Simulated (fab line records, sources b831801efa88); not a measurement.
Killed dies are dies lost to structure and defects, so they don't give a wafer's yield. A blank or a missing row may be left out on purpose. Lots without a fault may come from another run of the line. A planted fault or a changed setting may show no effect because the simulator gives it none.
fab line records | flow gf180mcu
record lots=12 wafers=36 last_day=34
route steps=602 shown STI@1 HV_LDD@178 NSD@246 CONTACT@288
lots that met no fault: from a run of the same line without faults
start_h: hours from the record's first day to the start of the lot's first wafer shown | wait_h: hours since the lot's step before | " the same as in the row above | L1.1+2: a row that stands for several wafers | - no value, or no start given | * or withheld: withheld | < > ~ a bound
route shown NAME@n: a module of which the file shows steps, and the number in the route of the first | usual: mean/standard deviation of fault-free wafers | same: alike in all rows | chamber/n: place in a boat | sites: the reading at each site | _std_site: their standard deviation | _edge_site: outer sites' mean less inner sites' | radius_mm: how far each site lies from the wafer's centre | mask NAME#n: copy n | behind: the tool/chamber that last shaped the wafer | hold: why the lot was held/for how many hours/how that ended | device: the transistor (n, p or np) that didn't switch | end of line: the same wafers' tests at the end of the route | a step without rows: its recipe alone | killed: dies lost to structure and defects at the first sort, not the wafer's yield | map: a wafer's dies, x killed, . not, _ none there
set.NAME: the setting as run; set.NAME@STEP: as run at that earlier step | model.NAME: the simulator's own value behind a step, which no gauge read
steps of the route over a sample of lots; a table a step, a row a wafer
services: from which hour (start_h, from the record's first day; less than 0 if before it) a tool's chamber was out of use, for how many hours, and why
## steps
# step GF_STI_BOW_MEAS_00
# recipe mode=bow
# usual INCOMING_BOW=1/6.9
# columns lot.wafer tool chamber start_h wait_h INCOMING_BOW[um]
L906.2 film_metro-03 - 10.02 - -5
L906.5 " - " " 4
L906.6 " - " " -1
L909.4 film_metro-03 - 25.06 - -6
L909.5 " - " " 0
L909.6 " - " " 1
L910.1 film_metro-04 - 30.00 - 3
L910.2 " - " " -5
L910.4 " - " " -2
L911.2 film_metro-04 - 35.02 - 10
L911.4 " - " " -8
L911.6 " - " " 7
L914.2 film_metro-04 - 50.02 - 3
L914.5 " - " " 6
L914.6 " - " " 1
L915.1 film_metro-03 - 55.00 - 0
L915.5 " - " " 10
L915.6 " - " " -2
L917.1 film_metro-02 - 65.00 - -10
L917.5 " - " " -5
L917.6 " - " " 4
L918.1 film_metro-02 - 70.00 - -12
L918.4 " - " " -7
L918.5 " - " " -4
L919.1 film_metro-03 - 75.00 - 3
L919.3 " - " " 10
L919.6 " - " " -14
L920.1 film_metro-02 - 80.00 - 4
L920.3 " - " " -3
L920.4 " - " " -5
L927.1 film_metro-02 - 115.00 - -2
L927.2 " - " " -4
L927.4 " - " " -11
L928.1 film_metro-02 - 120.00 - 4
L928.3 " - " " -5
L928.5 " - " " 3
# step GF_HV_LDD_COAT_02
# recipe resist=NOVOLAK spin_rpm=3000 resist_thk_nm=1000
# usual dispense_pressure_kPa=47/6.6 spin_speed_rpm=2999.6/1.9
# columns lot.wafer tool chamber start_h wait_h dispense_pressure_kPa spin_speed_rpm
L906.2 litho_track-04 0 209.51 0.1 43 3001.1
L906.5 " 0 " " 43 2998.3
L906.6 " 0 " " 43 3000.9
L909.4 litho_track-02 0 234.99 0.1 44 2996.4
L909.5 " 0 " " 44 2998.9
L909.6 " 0 " " 44 3000.9
L910.1 litho_track-02 0 241.97 0.1 44 3000.6
L910.2 " 0 " " 44 3000.5
L910.4 " 0 " " 44 2999.4
L911.2 litho_track-02 0 251.84 0.1 44 3003.1
L911.4 " 0 " " 44 2996.5
L911.6 " 0 " " 44 2998.3
L914.2 litho_track-02 0 269.49 0.1 44 3000.8
L914.5 " 0 " " 44 2999.6
L914.6 " 0 " " 44 2997.7
L915.1 litho_track-04 0 282.14 0.1 43 2998.8
L915.5 " 0 " " 43 2996.8
L915.6 " 0 " " 43 2996.7
L917.1 litho_track-03 0 290.39 0.1 59 2998.6
L917.5 " 0 " " 59 2996.4
L917.6 " 0 " " 59 2997.4
L918.1 litho_track-04 0 295.49 0.1 43 2998.8
L918.4 " 0 " " 43 2996.1
L918.5 " 0 " " 43 2996.9
L919.1 litho_track-04 0 300.34 0.1 43 2998.2
L919.3 " 0 " " 43 3001.8
L919.6 " 0 " " 43 3001.7
L920.1 litho_track-04 0 307.79 0.1 43 2998.9
L920.3 " 0 " " 43 2999.2
L920.4 " 0 " " 43 3001.9
L927.1 litho_track-04 0 362.59 0.1 43 3087.4
L927.2 " 0 " " 43 3089.9
L927.4 " 0 " " 43 3091.8
L928.1 litho_track-04 0 366.69 0.1 43 3092.8
L928.3 " 0 " " 43 3092.1
L928.5 " 0 " " 43 3090.6
# step GF_HV_LDD_STRIP_10
# recipe chemistry=O2/N2 power_w=1400 pressure_mtorr=1500 platen_temp_c=250 o2_flow_sccm=3000 n2_flow_sccm=300 overash_fraction=0.5
# usual drypump_motor_current_A=5.6/0.5 heater_power_w=348/54 o2_flow_sccm=2999/8.4 oes_product_au=0.716/0.0048 strip_time_to_endpoint_s=12.63/0.039
# columns lot.wafer tool chamber start_h wait_h drypump_motor_current_A heater_power_w o2_flow_sccm oes_product_au rf_hours_counter_h strip_time_to_endpoint_s
L906.2 plasma_asher-04 1 218.77 0.1 5.1 302 2994 0.717 53 12.70
L906.5 " 1 " " 5.1 309 2990 0.717 - 12.66
L906.6 " 0 " " 5.4 440 2990 0.716 - 12.70
L909.4 plasma_asher-02 1 243.91 0.1 6.2 331 2998 0.712 - 12.56
L909.5 " 0 " " 6.0 320 3007 0.725 - 12.60
L909.6 " 1 " " 6.2 318 2997 0.710 - 12.61
L910.1 plasma_asher-04 0 251.45 0.1 5.4 419 2995 0.721 56 12.58
L910.2 " 1 " " 5.1 310 3007 0.716 56 12.55
L910.4 " 1 " " 5.1 308 2997 0.718 - 12.54
L911.2 plasma_asher-04 0 262.02 0.1 5.4 419 2995 0.719 57 12.59
L911.4 " 0 " " 5.4 440 2994 0.710 - 12.61
L911.6 " 1 " " 5.1 310 3002 0.717 - 12.60
L914.2 plasma_asher-04 1 280.04 0.1 5.1 317 2999 0.715 59 12.61
L914.5 " 1 " " 5.1 304 3000 0.717 - 12.63
L914.6 " 0 " " 5.4 432 3014 0.716 - 12.62
L915.1 plasma_asher-02 1 292.34 0.1 6.2 326 3002 0.718 19 12.60
L915.5 " 1 " " 6.2 324 2996 0.719 - 12.64
L915.6 " 0 " " 6.0 317 2992 0.716 - 12.63
L917.1 plasma_asher-04 1 301.17 0.1 5.1 303 3019 0.715 61 12.60
L917.5 " 1 " " 5.1 310 3012 0.718 - 12.66
L917.6 " 0 " " 5.4 434 2985 0.718 - 12.68
L918.1 plasma_asher-02 0 305.50 0.1 6.0 326 2998 0.721 21 12.62
L918.4 " 0 " " 6.0 325 3007 0.714 - 12.61
L918.5 " 0 " " 6.1 322 3010 0.707 - 12.62
L919.1 plasma_asher-02 1 310.59 0.1 6.2 319 2992 0.713 21 12.69
L919.3 " 1 " " 6.2 317 3000 0.717 - 12.70
L919.6 " 0 " " 6.1 319 3005 0.715 - 12.66
L920.1 plasma_asher-03 1 318.82 0.1 5.5 348 3006 0.715 70 12.62
L920.3 " 0 " " 6.5 290 2991 0.716 - 12.65
L920.4 " 1 " " 5.5 346 3005 0.722 - 12.67
L927.1 plasma_asher-04 0 373.69 0.1 5.4 429 2978 0.726 70 12.49
L927.2 " 1 " " 5.1 311 3010 0.709 70 12.52
L927.4 " 1 " " 5.1 307 3003 0.714 - 12.50
L928.1 plasma_asher-03 0 378.19 0.1 6.6 293 3001 0.711 75 12.40
L928.3 " 0 " " 6.6 290 2995 0.720 - 12.40
L928.5 " 1 " " 5.5 352 2990 0.710 - 12.42
# step GF_NSD_STRIP_11
# recipe chemistry=O2/N2 power_w=1400 pressure_mtorr=1500 platen_temp_c=250 o2_flow_sccm=3000 n2_flow_sccm=300 overash_fraction=0.5
# usual drypump_motor_current_A=5.9/0.37 heater_power_w=312/19 o2_flow_sccm=3000/8.3 oes_product_au=0.489/0.0048 strip_time_to_endpoint_s=22.78/0.045
# columns lot.wafer tool chamber start_h wait_h drypump_motor_current_A heater_power_w o2_flow_sccm oes_product_au rf_hours_counter_h strip_time_to_endpoint_s
L906.2 plasma_asher-01 0 297.56 0.1 6.0 291 3003 0.485 49 22.74
L906.5 " 0 " " 6.0 299 2996 0.498 - 22.73
L906.6 " 1 " " 5.6 303 3012 0.484 - 22.76
L909.4 plasma_asher-03 0 327.30 0.1 6.6 295 3004 0.491 - 22.84
L909.5 " 1 " " 5.5 353 3003 0.495 - 22.85
L909.6 " 0 " " 6.6 298 3003 0.495 - 22.84
L910.1 plasma_asher-03 0 336.44 0.1 6.6 296 2982 0.487 72 22.83
L910.2 " 1 " " 5.5 346 3014 0.486 72 22.81
L910.4 " 1 " " 5.5 349 3011 0.486 - 22.81
L911.2 plasma_asher-03 1 346.84 0.1 5.5 348 2990 0.493 73 22.73
L911.4 " 0 " " 6.6 283 2989 0.487 - 22.76
L911.6 " 0 " " 6.7 294 2985 0.491 - 22.76
L914.2 plasma_asher-01 0 368.16 0.1 6.0 300 3000 0.496 56 22.73
L914.5 " 1 " " 5.6 312 2990 0.492 - 22.79
L914.6 " 0 " " 6.0 293 2989 0.486 - 22.76
L915.1 plasma_asher-01 0 380.24 0.1 5.9 300 2997 0.496 58 22.77
L915.5 " 1 " " 5.6 299 3012 0.489 - 22.79
L915.6 " 0 " " 6.0 297 3005 0.487 - 22.76
L917.1 plasma_asher-02 1 391.44 0.1 6.2 323 2994 0.483 29 22.74
L917.5 " 0 " " 6.0 317 2995 0.492 - 22.73
L917.6 " 1 " " 6.2 327 2989 0.482 - 22.73
L918.1 plasma_asher-03 1 394.86 0.1 5.5 346 3002 0.494 77 22.77
L918.4 " 0 " " 6.6 288 2992 0.488 - 22.74
L918.5 " 0 " " 6.6 299 2999 0.481 - 22.77
L919.1 plasma_asher-02 1 401.29 0.1 6.2 327 3000 0.488 30 22.73
L919.3 " 1 " " 6.2 319 2998 0.492 - 22.73
L919.6 " 1 " " 6.2 323 3001 0.487 - 22.75
L920.1 plasma_asher-01 0 410.64 0.1 6.0 295 2999 0.485 61 22.83
L920.3 " 1 " " 5.6 312 3017 0.489 - 22.74
L920.4 " 0 " " 5.9 305 3010 0.486 - 22.80
L927.1 plasma_asher-03 1 474.19 0.1 5.5 348 2999 0.490 85 22.84
L927.2 " 0 " " 6.6 293 3020 0.488 85 22.77
L927.4 " 0 " " 6.6 298 3011 0.488 - 22.81
L928.1 plasma_asher-01 0 477.44 0.1 6.0 301 3004 0.499 68 22.79
L928.3 " 0 " " 6.0 292 3001 0.483 - 22.76
L928.5 " 1 " " 5.6 305 3005 0.486 - 22.76
# step GF_CONTACT_THK_MEAS_01
# recipe reads=SiO2_of_CONTACT_CVD_00
# usual CONTACT_CVD_00_THK=300/3.4
# columns lot.wafer tool chamber start_h wait_h CONTACT_CVD_00_THK[nm]
L906.2 film_metro-03 - 338.25 0.0 296
L906.5 " - " " 301
L906.6 " - " " 298
L909.4 film_metro-01 - 371.56 0.0 301
L909.5 " - " " 297
L909.6 " - " " 299
L910.1 film_metro-02 - 382.13 0.0 305
L910.2 " - " " 299
L910.4 " - " " 300
L911.2 film_metro-01 - 392.64 0.0 292
L911.4 " - " " 294
L911.6 " - " " 296
L914.2 film_metro-02 - 416.20 0.0 301
L914.5 " - " " 298
L914.6 " - " " 300
L915.1 film_metro-03 - 428.54 0.0 298
L915.5 " - " " 300
L915.6 " - " " 295
L917.1 film_metro-03 - 439.79 0.0 304
L917.5 " - " " 297
L917.6 " - " " 299
L918.1 film_metro-01 - 443.69 0.0 298
L918.4 " - " " 294
L918.5 " - " " 291
L919.1 film_metro-03 - 451.70 0.0 302
L919.3 " - " " 299
L919.6 " - " " 301
L920.1 film_metro-01 - 460.96 0.0 297
L920.3 " - " " 298
L920.4 " - " " 301
L927.1 film_metro-03 - 523.03 0.0 299
L927.2 " - " " 301
L927.4 " - " " 300
L928.1 film_metro-02 - 526.09 0.0 301
L928.3 " - " " 296
L928.5 " - " " 304
## services
# columns tool chamber start_h hours kind
plasma_asher-04 - 187.13 13.8 repair
plasma_asher-03 - 195.62 3.1 repair
plasma_asher-04 - 252.93 1.2 repair
plasma_asher-01 - 270.34 0.4 repair
plasma_asher-02 - 294.89 0.7 repair
plasma_asher-03 - 298.74 5.8 repair
plasma_asher-01 - 306.20 4.1 repair
plasma_asher-02 - 325.63 14.7 repair
plasma_asher-02 - 328.48 1.8 repair
plasma_asher-02 - 346.73 0.9 repair
plasma_asher-01 - 348.37 4.3 pm
plasma_asher-04 - 378.21 4.1 repair
plasma_asher-03 - 409.31 2.8 pm
plasma_asher-01 - 411.09 2.8 pm
plasma_asher-04 - 421.25 9.0 pm
plasma_asher-04 0 421.25 9.0 vent_cycle
plasma_asher-04 1 421.25 9.0 vent_cycle
plasma_asher-03 - 423.44 1.5 repair
plasma_asher-02 - 427.23 2.1 repair
plasma_asher-04 0 430.25 - clean
plasma_asher-04 1 430.25 - clean
plasma_asher-03 - 434.44 2.0 repair
plasma_asher-02 - 469.60 14.6 pm
## key
first_sign step=GF_HV_LDD_COAT_02 reading=spin_speed_rpm direction=up sigmas=48 usual=* struck=*
effect step=GF_HV_LDD_STRIP_10 reading=strip_time_to_endpoint_s direction=down sigmas=4.4 usual=* struck=*
met_at GF_HV_LDD_COAT_02
struck_lots L927,L928
tester_left_out L927,L928
not_acting_at GF_STI_BOW_MEAS_00,GF_NSD_STRIP_11,GF_CONTACT_THK_MEAS_01
onset_between 307.79 362.59
fault kind=process_parameter_drift tool=litho_track-04 chamber=- onset_h=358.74 steps=GF_HV_LDD_COAT_02 channel=spin_rpm offset=* shape=step end_h=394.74 acts_in=* stated=*
# tester_left_out: of these lots the tester's yield and bins aren't shown, on N5 and GAA mostly nor the transistor test; their killed dies are dies lost to structure and defects alone, not to doping, threshold or leakage, so they don't give the yield
